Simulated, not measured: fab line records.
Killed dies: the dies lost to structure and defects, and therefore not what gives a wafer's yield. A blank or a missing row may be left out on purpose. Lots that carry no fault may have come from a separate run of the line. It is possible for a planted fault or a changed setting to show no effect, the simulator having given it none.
fab line records	flow sky130
record lots=7	wafers=21	lastDay=50
route steps=708 shown VIA4@651 METAL5@661 PAD_OPEN@708
lots with no fault: from the same line, run without faults
startH: the number of hours between the record's first day and the start of the first shown wafer of the lot	waitH: time in hours since the lot's previous step	" same as the row above	L1.1+2: several wafers, shown together as one row	- no value, or no start given	* or withheld: withheld	< > ~ a bound
route shown NAME@n: NAME is a module with steps in the file, n the number in the route of the first one	usual: mean and standard deviation over wafers with no fault	same: alike in all rows	chamber/n: place in a boat	sites: the reading at each site	_std_site: their standard deviation	_edge_site: inner sites' mean taken away from outer sites' mean	radiusMm: for every site, how far away it sits from the centre of the wafer	mask NAME#n: copy n	behind: the tool/chamber that last shaped the wafer	hold: the reason the lot was held/the length of the hold in hours/how it ended	device: names the non-switching transistor (n, p or np)	end of line: the same wafers' tests at the end of the route	a step given without rows: its recipe and nothing more	killed: count of dies lost to structure and defects at first sort (not the wafer's yield)	map: shows each die of a wafer: x if killed, . if not, _ if none is there
set.NAME: the setting that was run; set.NAME@STEP: the one run at that earlier step	model.NAME: the simulator's own value behind a step, which no gauge read
certain route steps with their lots: each step a table, each wafer a row
services: from which hour (startH, from the record's first day; less than 0 if before it) a tool's chamber was out of use, for how many hours, and why
## steps
# step SKY_VIA4_ETCH_12
# recipe target=SiO2	chemistry=C4F8/O2/Ar	stopOn=TiN	maskMaterial=NOVOLAK	sourceW=1500	biasW=1200	pressureMtorr=40	c4f8FlowSccm=withheld	O2_flow_sccm=6	Ar_flow_sccm=300	timeS=withheld	targetDepthA=5800
# step SKY_VIA4_STRIP_13
# recipe chemistry=O2/N2	powerW=1400	pressureMtorr=1500	platenTempC=withheld	o2FlowSccm=3000	n2FlowSccm=300	overashFraction=0.5
# step SKY_VIA4_STRIP_14
# recipe chemistry=postEtchResidueRemover	timeS=1200	tempC=72.5
# step SKY_VIA4_CLEAN_15
# recipe chemistry=IPA	timeS=180	tempC=25
# step SKY_VIA4_CLEAN_16
# recipe chemistry=O3/DIW	dry=n2Spin
# step SKY_VIA4_SPUTTER_17
# recipe material=TiN	targetThkNm=20	chamberPressurePa=5	powerW=4000	timeS=80
# usual cathodeDcPowerW=3999.9/0.77	chamberPressurePa=5.000/0.011	throttleValvePct=29.7/0.8
lot.wafer	tool	chamber	startH	waitH	cathodeDcPowerW	chamberPressurePa	throttleValvePct
L869.1	pvdSputter-03	-	1004.92	0.0	3999.2	4.999	29.4
L869.2	"	-	"	"	3999.8	4.988	29.7
L869.3	"	-	"	"	4000.3	5.005	28.6
L877.1	pvdSputter-02	-	1065.35	0.0	3999.3	4.974	29.2
L877.2	"	-	"	"	4000.1	5.003	30.5
L877.5	"	-	"	"	4000.2	4.997	30.5
L883.1	pvdSputter-03	-	1091.82	0.0	4001.1	5.016	29.2
L883.3	"	-	"	"	4000.7	4.990	28.8
L883.6	"	-	"	"	3999.3	5.009	28.9
L882.1	pvdSputter-02	-	1093.31	0.0	3999.0	4.997	29.2
L882.5	"	-	"	"	4000.1	4.997	30.6
L882.6	"	-	"	"	3999.4	4.986	29.4
L884.1	pvdSputter-01	-	1099.97	0.0	3999.5	4.997	30.0
L884.3	"	-	"	"	3999.6	5.009	30.4
L884.4	"	-	"	"	4000.1	4.998	29.7
L891.2	pvdSputter-02	-	1147.11	0.0	4000.1	4.993	31.6
L891.4	"	-	"	"	3998.6	4.998	30.9
L891.6	"	-	"	"	3999.8	5.008	31.8
L892.2	pvdSputter-03	-	1153.17	0.0	4000.2	5.009	28.7
L892.3	"	-	"	"	4001.9	5.005	29.1
L892.4	"	-	"	"	4000.3	5.005	29.1
# step SKY_VIA4_CVD_18
# recipe material=W	targetThkNm=505	timeS=152.14	tempC=400	pressureTorr=40
# usual heaterPowerW=897/53
lot.wafer	tool	chamber	startH	waitH	heaterPowerW
L869.1	cvdW-01	0	1004.98	0.0	946
L869.2	"	1	"	"	931
L869.3	"	1	"	"	918
L877.1	cvdW-01	1	1065.41	0.0	908
L877.2	"	0	"	"	949
L877.5	"	0	"	"	936
L883.1	cvdW-02	0	1091.88	0.0	924
L883.3	"	0	"	"	911
L883.6	"	1	"	"	820
L882.1	cvdW-02	0	1093.37	0.0	938
L882.5	"	0	"	"	927
L882.6	"	1	"	"	803
L884.1	cvdW-02	1	1100.03	0.0	834
L884.3	"	0	"	"	900
L884.4	"	1	"	"	814
L891.2	cvdW-02	1	1147.17	0.0	822
L891.4	"	0	"	"	910
L891.6	"	1	"	"	818
L892.2	cvdW-01	1	1153.23	0.0	902
L892.3	"	1	"	"	925
L892.4	"	0	"	"	979
# step SKY_VIA4_RS_MEAS_19
# recipe thkMeasGauge=four-point-probe	reads=W_of_VIA4_CVD_18+TiN_of_VIA4_SPUTTER_17
# usual VIA4_W_RS=0.2245/0.0026
lot.wafer	tool	chamber	startH	waitH	VIA4_W_RS[ohm/sq]
L869.1	filmMetro-01	-	1005.13	0.1	0.2253
L869.2	"	-	"	"	0.2273
L869.3	"	-	"	"	0.2279
L877.1	filmMetro-01	-	1065.56	0.1	0.2257
L877.2	"	-	"	"	0.2236
L877.5	"	-	"	"	0.2211
L883.1	filmMetro-01	-	1092.03	0.1	0.2279
L883.3	"	-	"	"	0.2258
L883.6	"	-	"	"	0.2234
L882.1	filmMetro-04	-	1093.52	0.1	0.2254
L882.5	"	-	"	"	0.2243
L882.6	"	-	"	"	0.2254
L884.1	filmMetro-01	-	1100.18	0.1	0.2248
L884.3	"	-	"	"	0.2250
L884.4	"	-	"	"	0.2231
L891.2	filmMetro-01	-	1147.34	0.1	0.2235
L891.4	"	-	"	"	0.2229
L891.6	"	-	"	"	0.2244
L892.2	filmMetro-01	-	1153.40	0.1	0.2278
L892.3	"	-	"	"	0.2286
L892.4	"	-	"	"	0.2229
# step SKY_VIA4_THK_MEAS_20
# recipe thkMeasGauge=xrf	reads=W_of_VIA4_CVD_18
# usual VIA4_W_THK=524/7.2
lot.wafer	tool	chamber	startH	waitH	VIA4_W_THK[nm]
L869.1	filmMetro-01	-	1005.25	0.1	521
L869.2	"	-	"	"	515
L869.3	"	-	"	"	516
L877.1	filmMetro-01	-	1065.68	0.1	520
L877.2	"	-	"	"	525
L877.5	"	-	"	"	532
L883.1	filmMetro-01	-	1092.15	0.1	512
L883.3	"	-	"	"	518
L883.6	"	-	"	"	522
L882.1	filmMetro-04	-	1093.64	0.1	521
L882.5	"	-	"	"	524
L882.6	"	-	"	"	525
L884.1	filmMetro-01	-	1100.30	0.1	520
L884.3	"	-	"	"	517
L884.4	"	-	"	"	521
L891.2	filmMetro-01	-	1147.45	0.1	530
L891.4	"	-	"	"	529
L891.6	"	-	"	"	523
L892.2	filmMetro-01	-	1153.51	0.1	513
L892.3	"	-	"	"	510
L892.4	"	-	"	"	525
# step SKY_VIA4_CMP_21
# recipe stopOn=SiO2	tOverpolishS=25	downForcePsi=3.5	platenRpm=60	targetThkNm=0	padVelocityMS=0.94248
# step SKY_METAL5_SPUTTER_00
# recipe material=Ti	targetThkNm=15	powerW=3000	timeS=10	chamberPressurePa=0.4
# usual cathodeDcPowerW=3000.0/0.59	chamberPressurePa=0.4000/0.00082	throttleValvePct=30.3/1.2
lot.wafer	tool	chamber	startH	waitH	cathodeDcPowerW	chamberPressurePa	throttleValvePct
L869.1	pvdSputter-04	-	1005.62	0.2	3001.6	0.4017	31.5
L869.2	"	-	"	"	3000.1	0.3986	30.0
L869.3	"	-	"	"	2999.6	0.4000	32.4
L877.1	pvdSputter-01	-	1066.04	0.1	3000.3	0.4000	29.4
L877.2	"	-	"	"	2999.9	0.3992	30.2
L877.5	"	-	"	"	2999.7	0.3984	30.2
L883.1	pvdSputter-01	-	1092.67	0.1	2999.9	0.3997	30.1
L883.3	"	-	"	"	3000.0	0.3984	29.5
L883.6	"	-	"	"	3000.3	0.3989	29.5
L882.1	pvdSputter-04	-	1094.12	0.2	2999.9	0.4001	31.5
L882.5	"	-	"	"	2998.9	0.4002	31.6
L882.6	"	-	"	"	2999.8	0.3990	32.8
L884.1	pvdSputter-03	-	1100.66	0.1	3000.0	0.4008	29.0
L884.3	"	-	"	"	3000.6	0.3987	29.8
L884.4	"	-	"	"	3000.4	0.3990	29.3
L891.2	pvdSputter-01	-	1147.80	0.1	3000.0	0.3998	29.9
L891.4	"	-	"	"	3000.5	0.4004	30.2
L891.6	"	-	"	"	2999.4	0.4000	29.3
L892.2	pvdSputter-01	-	1153.99	0.1	2999.8	0.3993	29.5
L892.3	"	-	"	"	2999.9	0.3993	30.4
L892.4	"	-	"	"	2999.8	0.3987	28.6
# step SKY_METAL5_SPUTTER_01
# recipe material=TiN	targetThkNm=20	powerW=6500	timeS=16.7	chamberPressurePa=0.4
# step SKY_METAL5_SPUTTER_02
# recipe material=AlCu	targetThkNm=1150	powerW=10600	timeS=61.2	chamberPressurePa=0.4
# usual cathodeDcPowerW=10600/2	chamberPressurePa=0.3999/0.00083	throttleValvePct=30.3/1.2
lot.wafer	tool	chamber	startH	waitH	cathodeDcPowerW	chamberPressurePa	throttleValvePct
L869.1	pvdSputter-04	-	1005.67	0.0	10597	0.3992	31.5
L869.2	"	-	"	"	10602	0.3999	30.0
L869.3	"	-	"	"	10599	0.3999	32.4
L877.1	pvdSputter-01	-	1066.09	0.0	10603	0.3996	29.7
L877.2	"	-	"	"	10598	0.4008	30.0
L877.5	"	-	"	"	10596	0.3983	29.9
L883.1	pvdSputter-01	-	1092.72	0.0	-	-	-
L883.3	"	-	"	"	-	-	-
L883.6	"	-	"	"	-	-	-
L882.1	pvdSputter-04	-	1094.17	0.0	-	-	-
L882.5	"	-	"	"	-	-	-
L882.6	"	-	"	"	-	-	-
L884.1	pvdSputter-03	-	1100.71	0.0	-	-	-
L884.3	"	-	"	"	-	-	-
L884.4	"	-	"	"	-	-	-
L891.2	pvdSputter-01	-	1147.85	0.0	10599	0.4007	30.2
L891.4	"	-	"	"	10599	0.4014	30.4
L891.6	"	-	"	"	10601	0.4005	29.6
L892.2	pvdSputter-01	-	1154.04	0.0	10603	0.3996	29.6
L892.3	"	-	"	"	10602	0.4006	30.4
L892.4	"	-	"	"	10600	0.4000	28.7
# step SKY_METAL5_SPUTTER_03
# recipe material=Ti	targetThkNm=5	powerW=3000	timeS=3.3	chamberPressurePa=0.4
# usual cathodeDcPowerW=3000.0/0.58	chamberPressurePa=0.3999/0.00088	throttleValvePct=30.2/1.2
lot.wafer	tool	chamber	startH	waitH	cathodeDcPowerW	chamberPressurePa	throttleValvePct
L869.1	pvdSputter-04	-	1005.72	0.0	2999.8	0.4008	31.2
L869.2	"	-	"	"	2999.5	0.3997	30.0
L869.3	"	-	"	"	3000.1	0.3998	32.4
L877.1	pvdSputter-01	-	1066.14	0.0	3000.2	0.4014	29.5
L877.2	"	-	"	"	3000.2	0.4003	29.7
L877.5	"	-	"	"	3001.6	0.4002	29.8
L883.1	pvdSputter-01	-	1092.77	0.0	3000.0	0.4018	30.0
L883.3	"	-	"	"	2999.3	0.4006	29.8
L883.6	"	-	"	"	3000.7	0.4005	29.3
L882.1	pvdSputter-04	-	1094.22	0.0	2999.4	0.4013	31.6
L882.5	"	-	"	"	2999.2	0.4001	31.4
L882.6	"	-	"	"	3000.1	0.3990	32.6
L884.1	pvdSputter-03	-	1100.76	0.0	3001.7	0.4009	28.8
L884.3	"	-	"	"	2999.6	0.3997	29.9
L884.4	"	-	"	"	2999.6	0.3992	29.3
L891.2	pvdSputter-01	-	1147.90	0.0	2999.9	0.4003	30.0
L891.4	"	-	"	"	3001.1	0.4004	30.3
L891.6	"	-	"	"	2999.1	0.3987	29.2
L892.2	pvdSputter-01	-	1154.09	0.0	3000.8	0.4015	29.3
L892.3	"	-	"	"	2999.6	0.4014	30.5
L892.4	"	-	"	"	3000.7	0.3999	28.6
# step SKY_METAL5_SPUTTER_04
# recipe material=TiN	targetThkNm=70	powerW=6500	timeS=58.3	chamberPressurePa=0.4
# usual cathodeDcPowerW=6500.0/1.2	chamberPressurePa=0.3999/0.00086	throttleValvePct=30.2/1.2
lot.wafer	tool	chamber	startH	waitH	cathodeDcPowerW	chamberPressurePa	throttleValvePct
L869.1	pvdSputter-04	-	1005.73	0.0	6500.5	0.3993	31.5
L869.2	"	-	"	"	6501.9	0.4004	30.3
L869.3	"	-	"	"	6499.4	0.4012	32.5
L877.1	pvdSputter-01	-	1066.16	0.0	6501.8	0.3999	29.2
L877.2	"	-	"	"	6501.9	0.4003	29.9
L877.5	"	-	"	"	6500.5	0.3994	30.1
L883.1	pvdSputter-01	-	1092.79	0.0	6497.5	0.4011	29.9
L883.3	"	-	"	"	6499.8	0.3990	29.6
L883.6	"	-	"	"	6500.3	0.3989	29.3
L882.1	pvdSputter-04	-	1094.24	0.0	6498.6	0.4000	31.5
L882.5	"	-	"	"	6501.4	0.3976	31.5
L882.6	"	-	"	"	6499.1	0.4001	32.5
L884.1	pvdSputter-03	-	1100.78	0.0	6499.8	0.3991	29.0
L884.3	"	-	"	"	6499.0	0.4011	29.5
L884.4	"	-	"	"	6500.3	0.3995	29.0
L891.2	pvdSputter-01	-	1147.92	0.0	6500.6	0.3998	30.3
L891.4	"	-	"	"	6499.6	0.4013	30.5
L891.6	"	-	"	"	6500.4	0.4007	29.5
L892.2	pvdSputter-01	-	1154.11	0.0	6499.1	0.4010	29.4
L892.3	"	-	"	"	6499.9	0.3996	30.3
L892.4	"	-	"	"	6497.4	0.4004	28.5
# step SKY_METAL5_RS_MEAS_05
# recipe thkMeasGauge=four-point-probe	reads=TiN_of_METAL5_SPUTTER_04+Ti_of_METAL5_SPUTTER_03+AlCu_of_METAL5_SPUTTER_02+TiN_of_METAL5_SPUTTER_01+Ti_of_METAL5_SPUTTER_00
# usual METAL5_ALCU_RS=0.02722/0.00026
lot.wafer	tool	chamber	startH	waitH	METAL5_ALCU_RS[ohm/sq]
L869.1	filmMetro-04	-	1005.78	0.0	0.02716
L869.2	"	-	"	"	0.02714
L869.3	"	-	"	"	0.02753
L877.1	filmMetro-02	-	1066.21	0.0	0.02683
L877.2	"	-	"	"	0.02693
L877.5	"	-	"	"	0.02703
L883.1	filmMetro-02	-	1092.84	0.0	8.6899
L883.3	"	-	"	"	8.8187
L883.6	"	-	"	"	8.7568
L882.1	filmMetro-04	-	1094.29	0.0	8.6679
L882.5	"	-	"	"	8.6625
L882.6	"	-	"	"	8.6975
L884.1	filmMetro-01	-	1100.83	0.0	8.7439
L884.3	"	-	"	"	8.668
L884.4	"	-	"	"	8.7177
L891.2	filmMetro-01	-	1147.99	0.0	0.02747
L891.4	"	-	"	"	0.02747
L891.6	"	-	"	"	0.0276
L892.2	filmMetro-01	-	1154.18	0.0	0.02746
L892.3	"	-	"	"	0.02735
L892.4	"	-	"	"	0.02771
# step SKY_METAL5_THK_MEAS_06
# recipe thkMeasGauge=xrf	reads=AlCu_of_METAL5_SPUTTER_02
# usual METAL5_ALCU_THK=1157/13
lot.wafer	tool	chamber	startH	waitH	METAL5_ALCU_THK[nm]
L869.1	filmMetro-04	-	1005.90	0.1	1152
L869.2	"	-	"	"	1159
L869.3	"	-	"	"	1145
L877.1	filmMetro-02	-	1066.33	0.1	1181
L877.2	"	-	"	"	1173
L877.5	"	-	"	"	1176
L883.1	filmMetro-02	-	1092.96	0.1	<0
L883.3	"	-	"	"	<0
L883.6	"	-	"	"	<0
L882.1	filmMetro-04	-	1094.41	0.1	<0
L882.5	"	-	"	"	<0
L882.6	"	-	"	"	<0
L884.1	filmMetro-01	-	1100.95	0.1	<1
L884.3	"	-	"	"	<1
L884.4	"	-	"	"	<1
L891.2	filmMetro-01	-	1148.10	0.1	1142
L891.4	"	-	"	"	1142
L891.6	"	-	"	"	1137
L892.2	filmMetro-01	-	1154.29	0.1	1153
L892.3	"	-	"	"	1142
L892.4	"	-	"	"	1140
# step SKY_METAL5_DEHYDRATE_07
# recipe tempC=200	timeS=60
# step SKY_PAD_OPEN_PROBE_99
# usual defectLimitedYield=82.6/1.7	killed_at_M0_to_M3=42/6.4	killed_at_M4_up=3.2/1.9	killedAtContacts=24/4.8	killedAtFrontEnd=16/4.4	killedAtOther=0.3/0.55	killedDies=86/8.6	killedOnRim=17/3.5	killedOpen=46/6.6	killedShort=39/5.7	sort_bin_3_pad_short=0.8/0.41	sort_bin_5_function=10.3/1.5	sort_bin_6_memory=6.3/1	sortNPass=406/8.6	sortYieldPct=82.6/1.7
# same grossDies=492	killedAtBackSide=0	sort_bin_4_leakage[%]=0	sort_bin_8_speed[%]=0
lot.wafer	tool	chamber	startH	waitH	defectLimitedYield[%]	killed_at_M0_to_M3	killed_at_M4_up	killedAtContacts	killedAtFrontEnd	killedAtOther	killedDies	killedOnRim	killedOpen	killedShort	sort_bin_3_pad_short[%]	sort_bin_5_function[%]	sort_bin_6_memory[%]	sortNPass	sortYieldPct[%]
L869.1	prober-02	-	1074.94	0.1	83.3	41	3	18	20	0	82	11	52	29	0.6	9.1	6.9	410	83.3
L869.2	prober-02	-	1074.99	0.1	84.6	36	6	23	11	0	76	16	35	39	0.4	9.1	5.9	416	84.6
L869.3	prober-02	-	1075.04	0.2	81.3	49	2	22	19	0	92	19	58	34	0.4	12.0	6.3	400	81.3
L883.1	prober-01	-	1153.92	0.1	0	47	409	25	11	0	492	96	56	32	1.6	92.7	5.7	0	0
L883.3	prober-01	-	1154.02	0.2	0	41	414	29	8	0	492	96	39	41	0.6	94.1	5.3	0	0
L883.6	prober-01	-	1154.17	0.2	0	36	409	32	15	0	492	96	49	37	0.6	94.5	4.9	0	0
L882.1	prober-02	-	1156.28	0.1	0	45	409	23	15	0	492	96	47	39	0.8	93.1	6.1	0	0
L882.5	prober-02	-	1156.48	0.2	0	55	389	32	15	1	492	96	59	45	0.6	93.5	5.9	0	0
L882.6	prober-02	-	1156.53	0.2	0	53	395	22	22	0	492	96	60	41	0.6	91.9	7.5	0	0
L884.1	prober-01	-	1161.31	0.1	0	37	427	17	10	1	492	96	32	36	0.2	93.5	6.3	0	0
L884.3	prober-01	-	1161.41	0.2	0	42	414	21	15	0	492	96	45	36	0.8	93.9	5.3	0	0
L884.4	prober-01	-	1161.46	0.2	0	54	403	24	11	0	492	96	51	44	0.8	93.1	6.1	0	0
# killed by level:class
L869.1 CONTACT:geometricParticle:open=11 VIA2:geometricParticle:open=8 VIA1:geometricParticle:open=6 VIA2:geometricParticle:short=5 METAL1:geometricParticle:short=5 VIA3:geometricParticle:open=5 FIELD_ISO:geometricParticle:open=4 POLY_GATE:geometricParticle:open=4
L869.2 LI_CONTACT:geometricParticle:open=10 VIA1:geometricParticle:open=8 VIA3:geometricParticle:open=6 POLY_GATE:geometricParticle:short=5 LOCAL_INTERCONNECT:geometricParticle:short=5 METAL2:geometricParticle:short=5 VIA1:geometricParticle:short=5 CONTACT:geometricParticle:open=4
L869.3 VIA3:geometricParticle:open=13 VIA1:geometricParticle:open=9 LI_CONTACT:geometricParticle:open=7 VIA1:geometricParticle:short=7 FIELD_ISO:geometricParticle:short=5 CONTACT:geometricParticle:short=5 CONTACT:geometricParticle:open=5 FIELD_ISO:geometricParticle:open=4
L883.1 METAL5:areaSputter=404 VIA1:geometricParticle:open=16 LI_CONTACT:geometricParticle:open=9 VIA2:geometricParticle:open=8 CONTACT:geometricParticle:open=7 VIA1:geometricParticle:short=6 VIA3:geometricParticle:open=6 CONTACT:geometricParticle:short=5
L883.3 METAL5:areaSputter=412 LI_CONTACT:geometricParticle:open=9 VIA2:geometricParticle:open=8 VIA1:geometricParticle:short=6 METAL1:geometricParticle:short=6 VIA1:geometricParticle:open=6 LOCAL_INTERCONNECT:geometricParticle:short=5 CONTACT:geometricParticle:open=5
L883.6 METAL5:areaSputter=406 CONTACT:geometricParticle:open=12 CONTACT:geometricParticle:short=9 VIA1:geometricParticle:open=9 LI_CONTACT:geometricParticle:open=8 VIA2:geometricParticle:open=6 VIA3:geometricParticle:short=5 VIA2:geometricParticle:short=4
L882.1 METAL5:areaSputter=406 VIA1:geometricParticle:open=10 VIA2:geometricParticle:open=8 LI_CONTACT:geometricParticle:open=8 VIA3:geometricParticle:open=7 FIELD_ISO:geometricParticle:short=6 CONTACT:geometricParticle:open=6 METAL3:geometricParticle:short=6
L882.5 METAL5:areaSputter=386 CONTACT:geometricParticle:open=17 VIA1:geometricParticle:open=12 METAL1:geometricParticle:short=9 FIELD_ISO:geometricParticle:open=6 LI_CONTACT:geometricParticle:open=6 VIA2:geometricParticle:open=6 VIA3:geometricParticle:open=6
L882.6 METAL5:areaSputter=391 VIA1:geometricParticle:open=15 FIELD_ISO:geometricParticle:short=8 LI_CONTACT:geometricParticle:open=8 CONTACT:geometricParticle:open=8 VIA3:geometricParticle:open=8 FIELD_ISO:geometricParticle:open=6 POLY_GATE:geometricParticle:short=6
L884.1 METAL5:areaSputter=423 VIA1:geometricParticle:open=9 CONTACT:geometricParticle:open=8 METAL1:geometricParticle:short=6 VIA1:geometricParticle:short=5 FIELD_ISO:geometricParticle:short=4 LOCAL_INTERCONNECT:geometricParticle:short=4 METAL2:geometricParticle:short=4
L884.3 METAL5:areaSputter=410 CONTACT:geometricParticle:open=13 VIA1:geometricParticle:open=10 VIA2:geometricParticle:open=7 VIA3:geometricParticle:open=6 FIELD_ISO:geometricParticle:short=4 VIA1:geometricParticle:short=4 METAL2:geometricParticle:short=4
L884.4 METAL5:areaSputter=397 VIA1:geometricParticle:open=11 VIA1:geometricParticle:short=8 VIA3:geometricParticle:open=8 LI_CONTACT:geometricParticle:open=5 CONTACT:geometricParticle:open=5 CONTACT:geometricParticle:short=5 POLY_GATE:geometricParticle:open=4
# map L882.1 (x killed, . not)
__________xxxxxxxxxx_________
________xxxxxxxxxxxxxx_______
______xxxxxxxxxxxxxxxxxx_____
_____xxxxxxxxxxxxxxxxxxxx____
____xxxxxxxxxxxxxxxxxxxxxx___
___xxxxxxxxxxxxxxxxxxxxxxxx__
__xxxxxxxxxxxxxxxxxxxxxxxxxx_
_xxxxxxxxxxxxxxxxxxxxxxxxxxxx
_xxxxxxxxxxxxxxxxxxxxxxxxxxxx
_xxxxxxxxxxxxxxxxxxxxxxxxxxxx
_xxxxxxxxxxxxxxxxxxxxxxxxxxxx
_xxxxxxxxxxxxxxxxxxxxxxxxxxxx
_xxxxxxxxxxxxxxxxxxxxxxxxxxxx
_xxxxxxxxxxxxxxxxxxxxxxxxxxxx
_xxxxxxxxxxxxxxxxxxxxxxxxxxxx
__xxxxxxxxxxxxxxxxxxxxxxxxxx_
___xxxxxxxxxxxxxxxxxxxxxxxx__
____xxxxxxxxxxxxxxxxxxxxxx___
_____xxxxxxxxxxxxxxxxxxxx____
______xxxxxxxxxxxxxxxxxx_____
________xxxxxxxxxxxxxx_______
__________xxxxxxxxxx_________
# map L883.1 (x killed, . not)
__________xxxxxxxxxx_________
________xxxxxxxxxxxxxx_______
______xxxxxxxxxxxxxxxxxx_____
_____xxxxxxxxxxxxxxxxxxxx____
____xxxxxxxxxxxxxxxxxxxxxx___
___xxxxxxxxxxxxxxxxxxxxxxxx__
__xxxxxxxxxxxxxxxxxxxxxxxxxx_
_xxxxxxxxxxxxxxxxxxxxxxxxxxxx
_xxxxxxxxxxxxxxxxxxxxxxxxxxxx
_xxxxxxxxxxxxxxxxxxxxxxxxxxxx
_xxxxxxxxxxxxxxxxxxxxxxxxxxxx
_xxxxxxxxxxxxxxxxxxxxxxxxxxxx
_xxxxxxxxxxxxxxxxxxxxxxxxxxxx
_xxxxxxxxxxxxxxxxxxxxxxxxxxxx
_xxxxxxxxxxxxxxxxxxxxxxxxxxxx
__xxxxxxxxxxxxxxxxxxxxxxxxxx_
___xxxxxxxxxxxxxxxxxxxxxxxx__
____xxxxxxxxxxxxxxxxxxxxxx___
_____xxxxxxxxxxxxxxxxxxxx____
______xxxxxxxxxxxxxxxxxx_____
________xxxxxxxxxxxxxx_______
__________xxxxxxxxxx_________
## services
tool	chamber	startH	hours	kind
pvdSputter-02	-	1027.54	0.5	repair
pvdSputter-01	2	1031.39	-	consumableReplace:kit
pvdSputter-01	2	1031.39	18.0	scheduledDown
pvdSputter-01	2	1031.39	18.0	ventCycle
cvdW-02	1	1034.14	8.8	repair
pvdSputter-04	2	1045.99	-	consumableReplace:kit
pvdSputter-04	2	1045.99	18.0	scheduledDown
pvdSputter-04	2	1045.99	18.0	ventCycle
pvdSputter-01	-	1063.79	1.6	repair
cvdW-01	-	1069.19	1.4	repair
pvdSputter-02	0	1075.51	-	consumableReplace:kit
pvdSputter-02	0	1075.51	18.0	scheduledDown
pvdSputter-02	0	1075.51	18.0	ventCycle
pvdSputter-04	-	1086.66	4.1	repair
cvdW-02	-	1118.66	1.4	repair
## key
firstSign step=SKY_METAL5_SPUTTER_02	reading=toolRecord	direction=missing
effect step=SKY_METAL5_RS_MEAS_05	reading=METAL5_ALCU_RS	direction=up	sigmas=99+	usual=0.02722	struck=8.7137
effect step=SKY_METAL5_THK_MEAS_06	reading=METAL5_ALCU_THK	direction=down	sigmas=91	usual=1157	struck=<0
effect step=SKY_PAD_OPEN_PROBE_99	reading=killed_at_M4_up	direction=up	sigmas=99+	usual=3.2	struck=407.7
moreKillsBornAt SKY_METAL5_SPUTTER_02@pvdSputter-03=1230	SKY_METAL5_SPUTTER_02@pvdSputter-01=1222	SKY_METAL5_SPUTTER_02@pvdSputter-04=1183
metAt SKY_METAL5_SPUTTER_02
struckWafers L882.1,L882.5,L882.6,L883.1,L883.3,L883.6,L884.1,L884.3,L884.4
laterRowsLeftOut L882.1,L882.5,L882.6,L883.1,L883.3,L883.6,L884.1,L884.3,L884.4
onsetBetween 1066.09 1092.72
fault kind=skippedStepWhole	tool=pvdSputter-01,pvdSputter-03,pvdSputter-04	chamber=-	onsetH=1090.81	steps=SKY_METAL5_SPUTTER_02	scope=struckLotsOnly
# laterRowsLeftOut: the simulator's readings of these wafers behind a module that went badly wrong aren't trusted and aren't shown, but for the sort
